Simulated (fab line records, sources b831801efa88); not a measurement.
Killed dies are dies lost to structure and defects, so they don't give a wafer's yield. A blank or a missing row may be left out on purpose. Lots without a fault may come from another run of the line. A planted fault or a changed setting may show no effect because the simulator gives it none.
One fault seen from 2 desks | flow gf180mcu | each desk has only its own numbers; what lay behind them comes last

THE METROLOGY DESK
What the gauges read, lot by lot, whatever tool the lot ran on: means of the sampled wafers that have a number. A lot is out of limits, marked OUT, if its mean lies more than 4 standard deviations from the usual mean; the brackets give that distance.
Columns: A = cd_nm at GF_M2_CD_MEAS_14, usual 279.8 nm; B = V2_CVD_02_THK at GF_V2_THK_MEAS_03, usual 843 nm
lot  | first seen here | A     | B
L356 | day 20 04:57    | 278.9 | 854
L359 | day 21 05:29    | 281.4 | 845
L360 | day 21 15:52    | 278.9 | 845
L362 | day 22 10:48    | 280.1 | 839
L367 | day 24 02:12    | 280.1 | 818
L369 | day 24 17:39    | 281.4 | 858
L370 | day 24 23:23    | 279.1 | 842
L372 | day 25 16:10    | 277.4 | 845
L373 | day 25 20:18    | 281.0 | 828
L374 | day 26 02:37    | 278.9 | 844
L375 | day 26 16:10    | 280.4 | 841
L376 | day 26 20:14    | 281.5 | 848
L377 | day 27 00:51    | 279.8 | 850
This desk's finding: nothing out of limits on any of the 13 lots.

THE TOOL OWNER'S DESK: rie_diel-03
The tool's own readings at GF_V2_ETCH_16 (etches BARC in N2/H2): means of the sampled wafers that have a number, for each lot that ran on this tool. A lot is out of limits, marked OUT, if its mean lies more than 4 standard deviations from the usual mean; the brackets give that distance.
Columns: A = chamber_pressure_mTorr at GF_V2_ETCH_16, usual 30.003 mTorr; B = drypump_motor_current_A at GF_V2_ETCH_16, usual 5.9 A; C = oes_product_au at GF_V2_ETCH_16, usual 0.855 a.u.; D = rf_fwd_power_W at GF_V2_ETCH_16, usual 495.0 W; E = throttle_valve_pct at GF_V2_ETCH_16, usual 13.224 %
lot  | first seen here | A      | B   | C               | D               | E
L356 | day 21 07:00    | 29.960 | 6.5 | 0.854           | 494.2           | 13.225
L359 | day 22 06:34    | 29.994 | 6.4 | 0.785 (-15) OUT | 294.7 (-91) OUT | 13.221
L360 | day 22 16:51    | 29.995 | 6.4 | 0.780 (-16) OUT | 292.7 (-92) OUT | 13.221
L367 | day 25 01:36    | 30.002 | 6.3 | 0.849           | 495.8           | 13.230
L369 | day 25 16:45    | 29.997 | 6.4 | 0.850           | 494.2           | 13.221
L372 | day 26 14:27    | 29.996 | 6.3 | 0.854           | 494.5           | 13.233
L373 | day 26 18:27    | 30.004 | 6.2 | 0.857           | 495.4           | 13.233
L376 | day 27 17:51    | 29.985 | 6.4 | 0.855           | 493.2           | 13.219
This desk's finding: out of limits on L359, L360; first on L359, day 22 06:34 (oes_product_au at GF_V2_ETCH_16). In limits: L356, L367, L369, L372, L373, L376.

PUT TOGETHER
The tool owner's desk could have raised an alarm at day 22 06:34, on L359, L360.
The metrology desk saw nothing out of limits.
The metrology desk has L359, L360 on record, within its limits.
Of the lots named, all ran GF_V2_ETCH_16 on rie_diel-03.

WHAT THE SIMULATOR HAD PUT IN
Process parameter drift: rie_diel-03, from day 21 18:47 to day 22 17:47, at GF_V2_ETCH_16. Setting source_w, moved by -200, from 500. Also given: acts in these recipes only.
Lots struck among those shown: L359, L360.
Hours from the fault's start to each desk's first reading out of limits: the tool owner's desk, 12.
